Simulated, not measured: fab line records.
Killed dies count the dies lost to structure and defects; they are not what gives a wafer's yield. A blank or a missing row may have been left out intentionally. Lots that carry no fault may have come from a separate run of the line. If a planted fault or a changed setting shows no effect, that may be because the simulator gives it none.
What tool caused it? | flow sky130 | 39 wafers from 13 lots sampled at 6 of the route's 708 steps

## WHAT THE GAUGES READ, wafer by wafer
SKY_VT_ADJUST_HVTP_TW_MEAS_11. Usual: VT_ADJUST_HVTP_TW gives 1357 (standard deviation 13).
lot  | measured     | on            | VT_ADJUST_HVTP_TW | flag
L581 | day 7 02:17  | film-metro-02 | 1388 1382 1388    |
L583 | day 7 03:31  | film-metro-04 | 1357 1350 1346    |
L584 | day 7 06:29  | film-metro-04 | 1347 1350 1344    |
L587 | day 8 01:19  | film-metro-01 | 1367 1365 1361    |
L590 | day 8 10:17  | film-metro-01 | 1371 1363 1365    |
L594 | day 9 16:40  | film-metro-04 | 1354 1350 1353    |
L596 | day 10 08:59 | film-metro-01 | 1364 1359 1357    |
L597 | day 10 15:02 | film-metro-04 | 1347 1352 1346    |
L598 | day 10 16:02 | film-metro-02 | 1379 1386 1387    |
L599 | day 11 03:11 | film-metro-04 | 1352 1354 1360    |
L601 | day 12 13:31 | film-metro-01 | 1360 1365 1362    |
L602 | day 13 00:01 | film-metro-04 | 1348 1348 1343    |
L603 | day 13 01:05 | film-metro-04 | 1347 1342 1341    |

SKY_VT_ADJUST_PCH_OVL_MEAS_07. Usual: VT_ADJUST_PCH_OVL gives 1.5 nm (standard deviation 1.4).
lot  | measured     | on         | VT_ADJUST_PCH_OVL (nm) | flag
L581 | day 11 12:34 | overlay-01 | -1.1 -1.5 0.2          |
L583 | day 11 13:16 | overlay-02 | 2.1 0.6 0.1            |
L584 | day 11 18:20 | overlay-02 | 4.2 1.5 1.5            |
L587 | day 12 18:22 | overlay-02 | - - -                  | OFF
L590 | day 13 04:20 | overlay-01 | 1.5 3.0 2.2            |
L594 | day 14 18:13 | overlay-01 | 0.6 1.7 1.2            |
L596 | day 15 13:46 | overlay-02 | 3.4 1.7 1.1            |
L597 | day 15 22:19 | overlay-01 | -0.4 1.3 2.7           |
L598 | day 15 23:16 | overlay-01 | 0.9 -0.4 2.0           |
L599 | day 16 13:25 | overlay-02 | 1.2 2.8 3.0            |
L601 | day 18 05:31 | overlay-02 | -0.5 -1.7 0.9          |
L602 | day 18 19:37 | overlay-01 | 4.5 3.4 2.3            |
L603 | day 18 19:58 | overlay-01 | 1.2 2.8 -0.1           |

SKY_VT_ADJUST_PCH_TW_MEAS_10. Usual: VT_ADJUST_PCH_TW gives 143.8 (standard deviation 1.5).
lot  | measured     | on            | VT_ADJUST_PCH_TW  | flag
L581 | day 11 12:51 | film-metro-01 | 144.2 144.2 143.5 |
L583 | day 11 13:32 | film-metro-01 | 144.2 143.8 143.5 |
L584 | day 11 18:37 | film-metro-02 | 145.5 145.2 145.5 |
L587 | day 12 18:39 | film-metro-04 | 29.9 29.8 29.9    | OFF
L590 | day 13 04:38 | film-metro-01 | 143.5 143.6 143.5 |
L594 | day 14 18:33 | film-metro-04 | 141.0 141.7 142.5 |
L596 | day 15 14:02 | film-metro-02 | 145.9 145.9 145.7 |
L597 | day 15 22:37 | film-metro-01 | 144.0 143.2 143.5 |
L598 | day 15 23:34 | film-metro-02 | 146.2 145.9 146.0 |
L599 | day 16 13:41 | film-metro-01 | 143.6 143.7 144.1 |
L601 | day 18 05:47 | film-metro-01 | 144.5 144.9 144.1 |
L602 | day 18 19:53 | film-metro-01 | 144.9 144.5 144.0 |
L603 | day 18 20:14 | film-metro-04 | 141.7 142.3 141.9 |

## WHAT TOOL EACH LOT RAN ON (gives the tool, then ch and the chambers of the sampled wafers, and finally the start)
lot  | SKY_NWELL_RTA_28                 | SKY_VT_ADJUST_HVTP_STRIP_10          | SKY_VT_ADJUST_PCH_EXPOSE_04
L581 | rtp-anneal-02 ch 0, day 6 06:44  | plasma-asher-03 ch 0,1, day 7 02:10  | iline-stepper-01 ch 0, day 10 23:46
L583 | rtp-anneal-02 ch 0, day 6 08:01  | plasma-asher-02 ch 0,1, day 7 03:25  | iline-stepper-01 ch 0, day 11 00:37
L584 | rtp-anneal-02 ch 0, day 6 11:17  | plasma-asher-02 ch 0, day 7 06:23    | iline-stepper-02 ch 0, day 11 06:20
L587 | rtp-anneal-02 ch 0, day 7 05:51  | plasma-asher-01 ch 0,1, day 8 01:13  | iline-stepper-01 ch 0, day 12 05:55
L590 | rtp-anneal-01 ch 0, day 7 15:20  | plasma-asher-02 ch 0,1, day 8 10:12  | iline-stepper-02 ch 0, day 12 16:43
L594 | rtp-anneal-02 ch 0, day 8 18:13  | plasma-asher-02 ch 0,1, day 9 16:34  | iline-stepper-01 ch 0, day 14 05:00
L596 | rtp-anneal-02 ch 0, day 9 10:48  | plasma-asher-03 ch 0,1, day 10 08:53 | iline-stepper-01 ch 0, day 15 00:41
L597 | rtp-anneal-01 ch 0, day 9 15:45  | plasma-asher-02 ch 0,1, day 10 14:57 | iline-stepper-01 ch 0, day 15 09:00
L598 | rtp-anneal-02 ch 0, day 9 17:02  | plasma-asher-01 ch 0,1, day 10 15:57 | iline-stepper-02 ch 0, day 15 09:28
L599 | rtp-anneal-01 ch 0, day 10 02:58 | plasma-asher-03 ch 0,1, day 11 03:05 | iline-stepper-02 ch 0, day 15 23:42
L601 | rtp-anneal-02 ch 0, day 11 13:19 | plasma-asher-01 ch 0,1, day 12 13:25 | iline-stepper-01 ch 0, day 17 14:55
L602 | rtp-anneal-01 ch 0, day 11 23:37 | plasma-asher-01 ch 0,1, day 12 23:55 | iline-stepper-02 ch 0, day 18 04:05
L603 | rtp-anneal-02 ch 0, day 11 23:58 | plasma-asher-01 ch 0,1, day 13 00:59 | iline-stepper-02 ch 0, day 18 04:55
- SKY_NWELL_RTA_28: time 30 s.
- SKY_VT_ADJUST_HVTP_STRIP_10: strips in O2/N2.
- SKY_VT_ADJUST_PCH_EXPOSE_04: exposes mask NWM, target cd 840 nm.

## AS READ BY THE TOOLS THEMSELVES (means over the sampled wafers that have a number; for cases with no such wafer, the mark the record gives instead)
SKY_NWELL_RTA_28. Usual: lamp-power-pct 25.31 %, standard deviation 0.047; wafer_temp_C_max 1054.7, standard deviation 0.96.
lot  | tool          | lamp-power-pct (%) | wafer_temp_C_max | flag
L581 | rtp-anneal-02 | 25.32              | 1054.4           |
L583 | rtp-anneal-02 | 25.30              | 1054.5           |
L584 | rtp-anneal-02 | 25.32              | 1055.0           |
L587 | rtp-anneal-02 | 25.35              | 1053.8           |
L590 | rtp-anneal-01 | 25.34              | 1054.5           |
L594 | rtp-anneal-02 | 25.23              | 1054.9           |
L596 | rtp-anneal-02 | 25.25              | 1054.8           |
L597 | rtp-anneal-01 | 25.30              | 1055.0           |
L598 | rtp-anneal-02 | 25.36              | 1055.4           |
L599 | rtp-anneal-01 | 25.33              | 1054.5           |
L601 | rtp-anneal-02 | 25.28              | 1054.3           |
L602 | rtp-anneal-01 | 25.31              | 1054.4           |
L603 | rtp-anneal-02 | 25.30              | 1055.8           |

SKY_VT_ADJUST_HVTP_STRIP_10. Usual: drypump-motor-current-A 5.7 A, standard deviation 0.47; oes-product-au 0.720 a.u., standard deviation 0.0047; strip-time-to-endpoint-s 14.01 s, standard deviation 0.043.
lot  | tool            | drypump-motor-current-A (A) | oes-product-au (a.u.) | strip-time-to-endpoint-s (s) | flag
L581 | plasma-asher-03 | 5.8                         | 0.724                 | 14.01                        |
L583 | plasma-asher-02 | 5.4                         | 0.722                 | 13.99                        |
L584 | plasma-asher-02 | 5.7                         | 0.723                 | 14.05                        |
L587 | plasma-asher-01 | 5.8                         | 0.721                 | 14.00                        |
L590 | plasma-asher-02 | 5.2                         | 0.721                 | 14.02                        |
L594 | plasma-asher-02 | 5.4                         | 0.721                 | 14.00                        |
L596 | plasma-asher-03 | 5.8                         | 0.726                 | 14.03                        |
L597 | plasma-asher-02 | 5.2                         | 0.722                 | 13.97                        |
L598 | plasma-asher-01 | 5.8                         | 0.724                 | 14.04                        |
L599 | plasma-asher-03 | 6.2                         | 0.718                 | 14.01                        |
L601 | plasma-asher-01 | 5.8                         | 0.714                 | 13.99                        |
L602 | plasma-asher-01 | 5.6                         | 0.722                 | 14.03                        |
L603 | plasma-asher-01 | 5.8                         | 0.725                 | 14.08                        |

## THE ANSWER, worked out from the rows above alone
Rule: take the mean of a lot's wafers that have a number; if it is more than 3 standard deviations from the usual mean, the lot is off. Also off: a lot with no number at a reading for which 4 or more lots have one. Any other lot the step has rows for is counted as sound. Order of review: gauges by route order, followed by the tools' own readings, for which a lot's mean as printed above is used. At the first step where some lot is off, the reading lying furthest off is the one used; lots without a number count as furthest.
Off: L587, at SKY_VT_ADJUST_PCH_OVL_MEAS_07 (VT_ADJUST_PCH_OVL). Without a number there: L587.
If a tool, at a process step before that reading, ran all the lots that are off and no sound lot after the first of them, it fits. The gauges at SKY_VT_ADJUST_PCH_OVL_MEAS_07 aren't tried: what is off there is off at SKY_VT_ADJUST_PCH_TW_MEAS_10 too, on other tools, and a gauge's error can't cause that. Not one of the candidates tried fits.

## WHAT THE SIMULATOR PUT IN
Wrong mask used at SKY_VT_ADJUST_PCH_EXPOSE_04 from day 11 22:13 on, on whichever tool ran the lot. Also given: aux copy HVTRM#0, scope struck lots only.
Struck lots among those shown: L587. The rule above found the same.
